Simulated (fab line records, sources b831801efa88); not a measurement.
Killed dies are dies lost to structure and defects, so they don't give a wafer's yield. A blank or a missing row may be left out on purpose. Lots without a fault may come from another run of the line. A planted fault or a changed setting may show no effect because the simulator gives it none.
Problem report in the 8D (eight disciplines) form, filled by code | flow sky130 | the parts of the form that need people (team, actions taken, sign-off) are left out

1. THE PROBLEM
rf_fwd_power_W at SKY_LI_CONTACT_ETCH_14 reads a mean of 691.5 W on 6 wafers of 2 lots; wafers without a fault read 493.8 W with a standard deviation of 2.3. That is +86 standard deviations from the usual mean.
The step: etches BARC in N2/H2, stops on SiO2, time 45.9 s, target depth 60 nm.
First seen on wafer L454.1, day 35 16:38, on rie_diel-03. The record holds 33 wafers of 11 lots with a number at this step. Rule for "out", or "out of limits": more than 4 standard deviations from the usual mean. The other wafers with a number count as sound.

2. WHAT IT IS AND WHAT IT IS NOT
question                    | is                     | is not
which readings at this step | rf_fwd_power_W         | drypump_motor_current_A, oes_product_au
which lots                  | L454, L457             | L435, L437, L438, L441, L445, L446, L447, L449, L455
which wafers of those lots  | all that have a number | -
read on which tools         | rie_diel-03            | rie_diel-02, rie_diel-04
when                        | from day 35 16:38      | up to then (24 sound wafers); but 3 sound wafers of L455 came after

3. SUSPECTS, AND WHAT RULES EACH OUT
Counting: a tool at a process step up to the reading stays a suspect if it ran every lot that is out and no sound lot after the first of them.
- rie_diel-03 at SKY_LI_CONTACT_ETCH_14 (etches BARC in N2/H2, stops on SiO2, time 45.9 s, target depth 60 nm): kept. It ran every lot that is out, first L454 (day 35 16:38), and no sound lot after that; its last sound lot up to then is L447 (day 33 09:55). Its own readings are out on those wafers: rf_fwd_power_W.
Left after counting: rie_diel-03 at SKY_LI_CONTACT_ETCH_14.

4. THE CAUSE (what the simulator had put in)
Process parameter drift: rie_diel-03, from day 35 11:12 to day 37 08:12, at SKY_LI_CONTACT_ETCH_14. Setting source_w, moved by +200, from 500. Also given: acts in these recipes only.
Counting left only this tool.

5. THE CHAIN OF EFFECTS, in route order
Each row: a reading whose mean over the struck wafers that have a number lies more than 3 standard deviations from the usual. Only readings for which the record gives a usual standard deviation are gone through. hours: the time from each lot's start at the first step in this table that gives one to its start at this step, as a median over the lots. sigmas: the change in usual standard deviations.
hours | step                    | reading                  | usual   | on struck wafers | change | sigmas
0     | SKY_LI_CONTACT_ETCH_14  | rf_fwd_power_W           | 493.8 W | 691.5            | +197.7 | +86
0     | SKY_LI_CONTACT_STRIP_16 | strip_time_to_endpoint_s | 3.48 s  | 3.34             | -0.14  | -4.0
The process steps in it:
- SKY_LI_CONTACT_ETCH_14: etches BARC in N2/H2, stops on SiO2, time 45.9 s, target depth 60 nm.
- SKY_LI_CONTACT_STRIP_16: strips in O2/N2.

6. WHAT WOULD HAVE CAUGHT IT SOONER
In this record the first reading out of limits was taken at day 35 16:38, 5 hours after the fault began at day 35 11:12.
